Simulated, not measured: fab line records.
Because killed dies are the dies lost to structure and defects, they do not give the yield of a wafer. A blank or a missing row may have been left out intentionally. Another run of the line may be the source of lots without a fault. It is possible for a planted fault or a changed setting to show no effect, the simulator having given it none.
Which tool did it? | flow sky130 | 12 lots with 36 wafers sampled at 6 steps, on a route of 708 steps

== WHAT EACH GAUGE READ, for each wafer ==
Not one reading of a measure or inspect step in the record can be checked against a usual standard deviation.

== EACH LOT AND THE TOOL THAT RAN IT (in order: tool; ch and the chambers of the sampled wafers; start) ==
lot  | SKY_NWELL_STRIP_14                  | SKY_NWELL_STRIP_25                  | SKY_VT_ADJUST_LVTN_STRIP_09         | SKY_VT_ADJUST_LVTN_COAT_13       | SKY_VT_ADJUST_LVTN_STRIP_20         | SKY_PAD_OPEN_PROBE_99
L712 | plasmaAsher-02 ch 0,1, day 5 19:55  | plasmaAsher-01 ch 0,1, day 6 15:25  | plasmaAsher-02 ch 0,1, day 8 08:04  | lithoTrack-03 ch 0, day 8 18:56  | plasmaAsher-01 ch 0,1, day 9 05:16  | -
L713 | plasmaAsher-02 ch 0,1, day 6 00:18  | plasmaAsher-02 ch 0,1, day 6 19:45  | plasmaAsher-03 ch 0,1, day 8 12:58  | lithoTrack-04 ch 0, day 8 22:59  | plasmaAsher-01 ch 0,1, day 9 10:36  | -
L714 | plasmaAsher-04 ch 0,1, day 6 11:34  | plasmaAsher-04 ch 0,1, day 7 07:30  | plasmaAsher-02 ch 0,1, day 9 01:51  | lithoTrack-03 ch 0, day 9 12:17  | plasmaAsher-02 ch 0,1, day 9 22:57  | -
L715 | plasmaAsher-02 ch 0,1, day 6 14:11  | plasmaAsher-02 ch 0,1, day 7 09:43  | plasmaAsher-03 ch 0,1, day 9 04:37  | lithoTrack-04 ch 0, day 9 14:40  | plasmaAsher-03 ch 0,1, day 10 01:34 | -
L716 | plasmaAsher-04 ch 0,1, day 6 22:33  | plasmaAsher-04 ch 0,1, day 7 18:09  | plasmaAsher-03 ch 0,1, day 9 13:33  | lithoTrack-03 ch 0, day 9 23:41  | plasmaAsher-01 ch 0,1, day 10 10:55 | prober-01, day 48 05:19
L717 | plasmaAsher-01 ch 0,1, day 7 04:24  | plasmaAsher-04 ch 0,1, day 8 00:36  | plasmaAsher-01 ch 0,1, day 9 19:12  | lithoTrack-01 ch 0, day 10 05:47 | plasmaAsher-01 ch 0,1, day 10 16:04 | prober-01, day 48 10:45
L718 | plasmaAsher-01 ch 0,1, day 7 06:51  | plasmaAsher-04 ch 0,1, day 8 03:24  | plasmaAsher-01 ch 0,1, day 9 21:33  | lithoTrack-01 ch 0, day 10 08:14 | plasmaAsher-03 ch 0,1, day 10 18:36 | -
L724 | plasmaAsher-04 ch 0,1, day 8 17:16  | plasmaAsher-02 ch 0,1, day 9 14:44  | plasmaAsher-03 ch 0,1, day 11 11:25 | lithoTrack-04 ch 0, day 11 22:53 | plasmaAsher-02 ch 0,1, day 12 11:46 | prober-01, day 49 18:30
L727 | plasmaAsher-02 ch 0,1, day 9 11:13  | plasmaAsher-04 ch 0,1, day 10 08:04 | plasmaAsher-01 ch 0,1, day 12 06:46 | lithoTrack-03 ch 0, day 12 18:47 | plasmaAsher-02 ch 0,1, day 13 07:49 | prober-02, day 50 07:40
L728 | plasmaAsher-01 ch 0,1, day 9 16:55  | plasmaAsher-02 ch 0,1, day 10 14:21 | plasmaAsher-01 ch 0,1, day 12 13:07 | lithoTrack-03 ch 0, day 13 00:59 | plasmaAsher-02 ch 0,1, day 13 14:31 | prober-01, day 50 12:34
L729 | plasmaAsher-02 ch 0,1, day 10 03:22 | plasmaAsher-04 ch 0,1, day 11 00:55 | plasmaAsher-02 ch 1, day 13 01:46   | lithoTrack-01 ch 0, day 13 14:57 | plasmaAsher-01 ch 0,1, day 14 04:16 | -
L730 | plasmaAsher-01 ch 0,1, day 10 06:08 | plasmaAsher-04 ch 0,1, day 11 03:31 | plasmaAsher-02 ch 0,1, day 13 05:40 | lithoTrack-01 ch 0, day 13 18:17 | plasmaAsher-01 ch 0,1, day 14 07:49 | -
- SKY_NWELL_STRIP_14: strips in O2/N2.
- SKY_NWELL_STRIP_25: strips in O2/N2.
- SKY_VT_ADJUST_LVTN_STRIP_09: strips in O2/N2.
- SKY_VT_ADJUST_LVTN_COAT_13: resist thk 1140 nm.
- SKY_VT_ADJUST_LVTN_STRIP_20: strips in O2/N2.
- SKY_PAD_OPEN_PROBE_99

== AS READ BY THE TOOLS THEMSELVES (means over the sampled wafers that have a number; for cases with no such wafer, the mark the record gives instead) ==
SKY_NWELL_STRIP_14. Usual: drypumpMotorCurrentA 6.0 A, standard deviation 0.39; oesProductAu 0.722 a.u., standard deviation 0.0049; stripTimeToEndpointS 36.92 s, standard deviation 0.09.
lot  | tool           | drypumpMotorCurrentA (A) | oesProductAu (a.u.) | stripTimeToEndpointS (s) | flag
L712 | plasmaAsher-02 | 5.7                      | 0.719               | 37.00                    | 
L713 | plasmaAsher-02 | 5.8                      | 0.724               | 37.00                    | 
L714 | plasmaAsher-04 | 6.5                      | 0.726               | 36.85                    | 
L715 | plasmaAsher-02 | 5.8                      | 0.725               | 36.81                    | 
L716 | plasmaAsher-04 | 6.3                      | 0.721               | 36.91                    | 
L717 | plasmaAsher-01 | 6.0                      | 0.720               | 36.97                    | 
L718 | plasmaAsher-01 | 5.9                      | 0.722               | 37.02                    | 
L724 | plasmaAsher-04 | 6.5                      | 0.718               | 37.03                    | 
L727 | plasmaAsher-02 | 5.8                      | 0.725               | 37.07                    | 
L728 | plasmaAsher-01 | 5.7                      | 0.723               | 37.02                    | 
L729 | plasmaAsher-02 | 5.8                      | 0.713               | 36.75                    | 
L730 | plasmaAsher-01 | 5.7                      | 0.724               | 36.94                    | 

SKY_NWELL_STRIP_25. Usual: drypumpMotorCurrentA 6.0 A, standard deviation 0.4; oesProductAu 0.723 a.u., standard deviation 0.0049; stripTimeToEndpointS 36.92 s, standard deviation 0.12.
lot  | tool           | drypumpMotorCurrentA (A) | oesProductAu (a.u.) | stripTimeToEndpointS (s) | flag
L712 | plasmaAsher-01 | 5.7                      | 0.724               | 36.93                    | 
L713 | plasmaAsher-02 | 5.7                      | 0.725               | 36.68                    | 
L714 | plasmaAsher-04 | 6.4                      | 0.725               | 36.84                    | 
L715 | plasmaAsher-02 | 5.7                      | 0.722               | 36.96                    | 
L716 | plasmaAsher-04 | 6.4                      | 0.728               | 36.95                    | 
L717 | plasmaAsher-04 | 6.4                      | 0.722               | 36.92                    | 
L718 | plasmaAsher-04 | 6.5                      | 0.723               | 36.90                    | 
L724 | plasmaAsher-02 | 5.7                      | 0.718               | 36.94                    | 
L727 | plasmaAsher-04 | 6.5                      | 0.722               | 36.85                    | 
L728 | plasmaAsher-02 | 5.7                      | 0.724               | 36.98                    | 
L729 | plasmaAsher-04 | 6.4                      | 0.726               | 37.09                    | 
L730 | plasmaAsher-04 | 6.5                      | 0.723               | 36.83                    | 

SKY_VT_ADJUST_LVTN_STRIP_09. Usual: drypumpMotorCurrentA 5.8 A, standard deviation 0.38; oesProductAu 0.722 a.u., standard deviation 0.0044; stripTimeToEndpointS 36.65 s, standard deviation 0.12.
lot  | tool           | drypumpMotorCurrentA (A) | oesProductAu (a.u.) | stripTimeToEndpointS (s) | flag
L712 | plasmaAsher-02 | 5.8                      | 0.723               | 36.67                    | 
L713 | plasmaAsher-03 | 5.6                      | 0.722               | 36.69                    | 
L714 | plasmaAsher-02 | 5.7                      | 0.720               | 36.81                    | 
L715 | plasmaAsher-03 | 5.9                      | 0.723               | 36.59                    | 
L716 | plasmaAsher-03 | 5.6                      | 0.721               | 36.53                    | 
L717 | plasmaAsher-01 | 5.9                      | 0.727               | 36.71                    | 
L718 | plasmaAsher-01 | 5.7                      | 0.723               | 36.70                    | 
L724 | plasmaAsher-03 | 5.6                      | 0.719               | 36.70                    | 
L727 | plasmaAsher-01 | 5.9                      | 0.721               | 36.74                    | 
L728 | plasmaAsher-01 | 5.7                      | 0.723               | 36.50                    | 
L729 | plasmaAsher-02 | 5.8                      | 0.728               | 36.67                    | 
L730 | plasmaAsher-02 | 5.7                      | 0.723               | 36.66                    | 

SKY_VT_ADJUST_LVTN_STRIP_20. Usual: drypumpMotorCurrentA 5.8 A, standard deviation 0.36; oesProductAu 0.716 a.u., standard deviation 0.0042; stripTimeToEndpointS 14.16 s, standard deviation 0.044.
lot  | tool           | drypumpMotorCurrentA (A) | oesProductAu (a.u.) | stripTimeToEndpointS (s) | flag
L712 | plasmaAsher-01 | 5.7                      | 0.714               | 14.17                    | 
L713 | plasmaAsher-01 | 5.7                      | 0.716               | 14.22                    | 
L714 | plasmaAsher-02 | 5.8                      | 0.717               | 14.07                    | 
L715 | plasmaAsher-03 | 5.6                      | 0.720               | 14.14                    | 
L716 | plasmaAsher-01 | 5.9                      | 0.716               | 14.09                    | 
L717 | plasmaAsher-01 | 5.9                      | 0.717               | 14.20                    | 
L718 | plasmaAsher-03 | 5.9                      | 0.717               | 14.14                    | 
L724 | plasmaAsher-02 | 5.7                      | 0.716               | 14.17                    | 
L727 | plasmaAsher-02 | 5.6                      | 0.718               | 14.79                    | OFF
L728 | plasmaAsher-02 | 5.6                      | 0.714               | 14.88                    | OFF
L729 | plasmaAsher-01 | 5.7                      | 0.719               | 14.14                    | 
L730 | plasmaAsher-01 | 5.7                      | 0.717               | 14.15                    | 

SKY_PAD_OPEN_PROBE_99. Usual: killed_at_M0_to_M3 43, standard deviation 7.7; killed_at_M4_up 2.9, standard deviation 1.7; killedAtContacts 24, standard deviation 5.5; killedAtFrontEnd 15, standard deviation 4; killedAtOther 0.4, standard deviation 0.66; killedDies 86, standard deviation 9.4; killedOpen 47, standard deviation 6.7; killedShort 38, standard deviation 6.2.
lot  | tool      | killed_at_M0_to_M3 | killed_at_M4_up | killedAtContacts | killedAtFrontEnd | killedAtOther | killedDies | killedOpen | killedShort | flag
L716 | prober-01 | 46                 | 1.3             | 26               | 17               | 0.0           | 90         | 53         | 37          | 
L717 | prober-01 | 50                 | 3.7             | 23               | 13               | 0.0           | 89         | 52         | 37          | 
L724 | prober-01 | 39                 | 2.7             | 23               | 16               | 0.3           | 81         | 41         | 40          | 
L727 | prober-02 | 39                 | 2.7             | 22               | 16               | 0.3           | 80         | 42         | 37          | 
L728 | prober-01 | 38                 | 2.7             | 27               | 13               | 0.3           | 81         | 42         | 38          | 

== THE ANSWER, worked out from the rows above alone ==
Rule: lot off if the mean of its wafers having a number is beyond 3 standard deviations from the usual mean. Also off: a lot with no number at a reading for which 4 or more lots have one. All remaining lots with rows at the step are treated as sound. The gauges are gone through in route order, then the tools' own readings, and for those a lot's mean is taken as printed above. At the first step where some lot is off, the reading lying furthest off is the one used; lots without a number count as furthest.
Off at SKY_VT_ADJUST_LVTN_STRIP_20 (stripTimeToEndpointS): L727, L728.
A tool fits if, at that step or a process step before it, it ran every lot that is off, and no sound lot after the first of them. Can't be told from this: 3 tools fit, plasmaAsher-01 at SKY_VT_ADJUST_LVTN_STRIP_09, lithoTrack-03 at SKY_VT_ADJUST_LVTN_COAT_13, plasmaAsher-02 at SKY_VT_ADJUST_LVTN_STRIP_20.

== WHAT THE SIMULATOR HAD PUT IN ==
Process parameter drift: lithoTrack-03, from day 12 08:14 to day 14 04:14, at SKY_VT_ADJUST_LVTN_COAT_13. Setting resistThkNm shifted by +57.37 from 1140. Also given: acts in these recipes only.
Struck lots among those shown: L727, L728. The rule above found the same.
